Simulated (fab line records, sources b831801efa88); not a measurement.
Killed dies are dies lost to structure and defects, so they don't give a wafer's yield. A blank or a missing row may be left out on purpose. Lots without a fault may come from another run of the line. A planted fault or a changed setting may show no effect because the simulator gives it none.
Which tool did it? | flow sky130 | 13 lots, 39 wafers sampled, at 5 steps of a route of 708

WHAT THE GAUGES READ, wafer by wafer
SKY_DNWELL_TW_MEAS_09.
lot  | measured    | on            | DNWELL_TW
L818 | day 3 07:19 | film_metro-03 | 1121 1118 1122
L819 | day 3 08:34 | film_metro-01 | 1119 1117 1111
L820 | day 3 17:07 | film_metro-02 | 1100 1103 1094
L821 | day 3 21:52 | film_metro-03 | 1120 1115 1123
L822 | day 3 22:38 | film_metro-01 | 1118 1115 1114
L823 | day 4 09:34 | film_metro-01 | 1115 1124 1119
L828 | day 5 08:21 | film_metro-01 | 1112 1107 1110
L832 | day 6 09:35 | film_metro-01 | 1109 1108 1108
L833 | day 6 17:43 | film_metro-01 | 1110 1116 1111
L835 | day 7 01:31 | film_metro-01 | 1109 1115 1113
L836 | day 7 06:40 | film_metro-03 | 1114 1117 1116
L839 | day 7 20:04 | film_metro-01 | 1105 1101 1104
L840 | day 8 01:16 | film_metro-02 | 1098 1106 1103

SKY_PWDE_TW_MEAS_10.
lot  | measured    | on            | PWDE_TW
L818 | day 3 22:35 | film_metro-03 | 376.7 374.4 376.5
L819 | day 4 00:50 | film_metro-03 | 375.2 375.0 373.2
L820 | day 4 09:56 | film_metro-01 | 370.7 372.8 372.2
L821 | day 4 15:01 | film_metro-02 | 365.4 366.3 366.5
L822 | day 4 16:01 | film_metro-01 | 373.7 373.8 374.5
L823 | day 5 03:11 | film_metro-01 | 373.7 370.6 371.1
L828 | day 6 02:34 | film_metro-01 | 371.9 374.8 374.2
L832 | day 7 05:14 | film_metro-01 | 372.5 369.4 371.4
L833 | day 7 13:14 | film_metro-02 | 371.7 373.1 371.6
L835 | day 7 21:11 | film_metro-01 | 372.5 372.9 371.9
L836 | day 8 01:44 | film_metro-02 | 369.4 369.3 370.7
L839 | day 8 16:35 | film_metro-03 | 374.2 372.5 375.9
L840 | day 8 22:23 | film_metro-02 | 370.0 371.5 370.6

SKY_GATE_OXIDE_THK_MEAS_02.
lot  | measured     | on            | GATE_OXIDE_OXIDATION_00_THK (nm)
L818 | day 12 21:44 | film_metro-03 | 10.64 10.36 10.52
L819 | day 13 01:49 | film_metro-01 | 10.17 10.16 10.24
L820 | day 13 14:13 | film_metro-03 | 10.37 10.44 10.42
L821 | day 13 20:18 | film_metro-01 | 10.31 10.22 10.17
L822 | day 13 20:53 | film_metro-03 | 10.94 10.70 10.75
L823 | day 14 19:02 | film_metro-03 | 10.34 10.43 10.32
L828 | day 16 03:03 | film_metro-01 | 10.36 10.46 10.37
L832 | day 17 15:44 | film_metro-01 | 6.31 6.46 6.34
L833 | day 18 02:21 | film_metro-01 | 6.02 6.21 6.24
L835 | day 18 22:29 | film_metro-03 | 10.38 10.26 10.14
L836 | day 19 02:49 | film_metro-03 | 10.51 10.45 10.42
L839 | day 19 23:15 | film_metro-03 | 9.93 10.02 9.95
L840 | day 20 04:13 | film_metro-01 | 10.08 10.29 10.02

SKY_RES_PROTECT_TW_MEAS_08.
lot  | measured     | on            | POLY_GATE_TW
L818 | day 15 06:55 | film_metro-03 | 4022 4046 4043
L819 | day 15 14:25 | film_metro-04 | 4130 4119 4130
L820 | day 16 00:40 | film_metro-04 | 4082 4092 4084
L821 | day 16 06:24 | film_metro-03 | 4044 4030 4023
L822 | day 16 06:17 | film_metro-01 | 4065 4057 4048
L823 | day 17 05:52 | film_metro-01 | 4062 4095 4069
L828 | day 18 18:10 | film_metro-03 | 4013 4032 3978
L832 | day 20 08:50 | film_metro-04 | 4072 4054 4056
L833 | day 20 18:34 | film_metro-04 | 4058 4094 4081
L835 | day 21 16:09 | film_metro-04 | 4078 4087 4104
L836 | day 21 19:40 | film_metro-04 | 4110 4103 4084
L839 | day 22 17:54 | film_metro-04 | 4069 4043 4085
L840 | day 22 20:13 | film_metro-04 | 4066 4071 4039

WHICH TOOL RAN EACH LOT (tool, then ch and the chambers of the sampled wafers, then the start)
lot  | SKY_GATE_OXIDE_OXIDATION_01
L818 | furnace-02 ch 0, day 12 20:20
L819 | furnace-02 ch 0, day 13 00:25
L820 | furnace-01 ch 0, day 13 12:48
L821 | furnace-02 ch 0, day 13 18:54
L822 | furnace-01 ch 0, day 13 19:28
L823 | furnace-01 ch 0, day 14 17:37
L828 | furnace-02 ch 0, day 16 01:38
L832 | furnace-01 ch 0, day 17 14:18
L833 | furnace-01 ch 0, day 18 00:56
L835 | furnace-02 ch 0, day 18 21:05
L836 | furnace-02 ch 0, day 19 01:23
L839 | furnace-02 ch 0, day 19 21:50
L840 | furnace-02 ch 0, day 20 02:48
- SKY_GATE_OXIDE_OXIDATION_01: stabilise 600 s, purge 300 s, target thk 10.268 nm.

WHAT THE TOOLS THEMSELVES READ (means of the sampled wafers that have a number; where no wafer has one, the mark that the record gives instead)
The record holds no such reading with a usual standard deviation.

THE ANSWER, worked out from the rows above alone
Rule: what is usual is taken from the lots themselves. Put in order of their means at a reading, lots are off if they are a third of the lots or fewer, leave a main group of 4 or more, and stand apart from it by a gap of 3 or more times the standard deviation of the main group's means; of several such gaps the widest counts. A main group whose means are all the same, to the digits that the tables above print for the reading, isn't used. A lot without any number at a reading at which 4 lots or more have one is off too. The other lots that the step has rows for count as sound. The gauges are gone through in route order, then the tools' own readings, and for those a lot's mean is taken as printed above. The first step at which some lot is off is used, and at that step the reading that is off furthest; a lot without a number counts as furthest.
Off: L832, L833, at SKY_GATE_OXIDE_THK_MEAS_02 (GATE_OXIDE_OXIDATION_00_THK). The main group: mean 10.34 nm, standard deviation 0.21.
A tool fits if, at a process step before that reading, it ran every lot that is off, and no sound lot after the first of them. The gauges at SKY_GATE_OXIDE_THK_MEAS_02 are tried like those tools. One fits: furnace-01 at SKY_GATE_OXIDE_OXIDATION_01. Its last sound lot is L823 (day 14 17:37), its first lot that is off L832 (day 17 14:18): a fault that began between those two fits.

WHAT THE SIMULATOR HAD PUT IN
Process parameter drift: furnace-01, from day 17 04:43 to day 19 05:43, at SKY_GATE_OXIDE_OXIDATION_01. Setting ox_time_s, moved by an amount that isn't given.
Lots struck among those shown: L832, L833. The rule above found the same.
